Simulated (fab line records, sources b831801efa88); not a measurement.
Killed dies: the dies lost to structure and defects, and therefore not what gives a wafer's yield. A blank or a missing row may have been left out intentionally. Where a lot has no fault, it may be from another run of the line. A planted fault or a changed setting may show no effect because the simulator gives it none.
Comparing a struck lot with a sound one + flow sky130 + 18 steps out of a route of 708
Sound: the wafers L265.2, L265.3, L265.6. Struck: wafers L274.1, L274.4, L274.6. The cause is named last.
At each step with rows: each side's tool, then ch and its chambers, then its first start. Under that, the readings that differ: sound wafers + struck wafers + difference of the means + sigmas: that difference in standard deviations of wafers without a fault.
alike: readings with means less than 2 such deviations apart, plus words and numbers identical on both sides. not compared: withheld readings, readings lacking a value on some wafer, bounds such as >300 that could conceal the same value, and numbers that have no deviation in the record and whose values overlap.
The two part at a step that has a row with sigmas, a row that says differs or no value, or rows on one side only. When numbers do not overlap yet have no deviation, they are printed without sigmas and do not part them. Lack of a reading on every wafer of one side parts them only where that side has two or more wafers.

first, 3 steps without rows for these wafers: SKY_POLY_CUT_EXPOSE_05 (exposes mask NPCM, target cd 270 nm); SKY_POLY_CUT_PEB_06; SKY_POLY_CUT_DEVELOP_07 (develop time 60 s).
SKY_POLY_CUT_CD_MEAS_08: target cd 270 nm.
  sound: cd sem-02 at day 26 21:46; struck: cd sem-02 at day 30 06:06
  alike: cd nm
SKY_POLY_CUT_OVL_MEAS_09:
  sound: overlay-02 at day 26 21:52; struck: overlay-01 at day 30 06:13
  alike: POLY_CUT_OVL
SKY_POLY_CUT_ETCH_10: etches BARC in N2/H2, stops on SiO2, time 45.9 s, target depth 60 nm.
  sound on rie diel-03 ch 1,3, day 26 21:53; struck on rie diel-03 ch 0,2,3, day 30 06:16
  alike: drypump motor current A, oes product au, throttle valve pct
  not compared: rf hours counter h
SKY_POLY_CUT_ETCH_11: etches Si3N4 in CF4/CH2F2/Ar, stops on poly-Si, time 42.5 s, target depth 60 nm.
  sound on rie diel-03 ch 1,3, day 26 21:56; struck on rie diel-03 ch 0,2,3, day 30 06:18
  alike: drypump motor current A, oes product au, throttle valve pct
  not compared: rf hours counter h
SKY_POLY_CUT_STRIP_12: strips in O2/N2.
  sound on plasma asher-03 ch 1, day 26 21:58; struck on plasma asher-03 ch 0,1, day 30 06:20
  alike: drypump motor current A, oes product au, strip time to endpoint s
  not compared: rf hours counter h
then, 4 steps without rows for these wafers: SKY_SD_P_DEHYDRATE_00 (time 60 s); SKY_SD_P_HMDS_01 (prime time 60 s); SKY_SD_P_COAT_02 (resist thk 1140 nm); SKY_SD_P_SOFTBAKE_03 (time 60 s).
SKY_SD_P_EXPOSE_04: exposes mask PSDM, target cd 380 nm.
  sound on iline stepper-01 ch 0, day 27 12:42; struck on iline stepper-02 ch 0, day 30 20:44
| reading | sound                | struck                        | difference | sigmas |
|---------|----------------------|-------------------------------|------------|--------|
| mask    | PSDM#0 PSDM#0 PSDM#0 | PSDM_R1#0 PSDM_R1#0 PSDM_R1#0 | differs    |        |
then, 2 steps without rows for these wafers: SKY_SD_P_PEB_05; SKY_SD_P_DEVELOP_06 (develop time 60 s).
SKY_SD_P_CD_MEAS_07: target cd 380 nm.
  sound: cd sem-01 at day 28 02:50; struck: cd sem-02 at day 31 10:59
| reading    | sound             | struck            | difference | sigmas |
|------------|-------------------|-------------------|------------|--------|
| cd nm (nm) | 377.1 378.0 375.7 | 406.9 406.2 407.1 | +29.8      | +15    |
  not compared: hold
SKY_SD_P_OVL_MEAS_08:
  sound: overlay-02 at day 28 02:56; struck: overlay-02 at day 31 13:29
| reading       | sound        | struck                                                                     | difference                   | sigmas |
|---------------|--------------|----------------------------------------------------------------------------|------------------------------|--------|
| hold          | - - -        | await dispo/2.4h/release await dispo/2.4h/release await dispo/2.4h/release | no value on the sound wafers |        |
| SD_P_OVL (nm) | 0.5 -0.4 1.5 | 3.7 3.4 2.9                                                                | +2.8                         | +2     |
-- record jumps: 18 days separate the struck wafers' starts on either side; left off in module SD_P, taken up again in module PAD_OPEN, whose first shown step is the route's number 708 --
SKY_PAD_OPEN_PROBE_99:
  sound: prober-02 at day 47 20:34; struck: prober-02 at day 50 01:04
  alike: killed_at_M0_to_M3, killed_at_M4_up, killed at contacts, killed at front end, killed at other, killed dies, killed open, killed short

== WHERE THEY PART ==
Last at SKY_SD_P_OVL_MEAS_08 as far as this record goes, first at SKY_SD_P_EXPOSE_04. Later steps at which nothing parts them and some readings are alike: SKY_PAD_OPEN_PROBE_99.

WHY: the cause the simulator had injected
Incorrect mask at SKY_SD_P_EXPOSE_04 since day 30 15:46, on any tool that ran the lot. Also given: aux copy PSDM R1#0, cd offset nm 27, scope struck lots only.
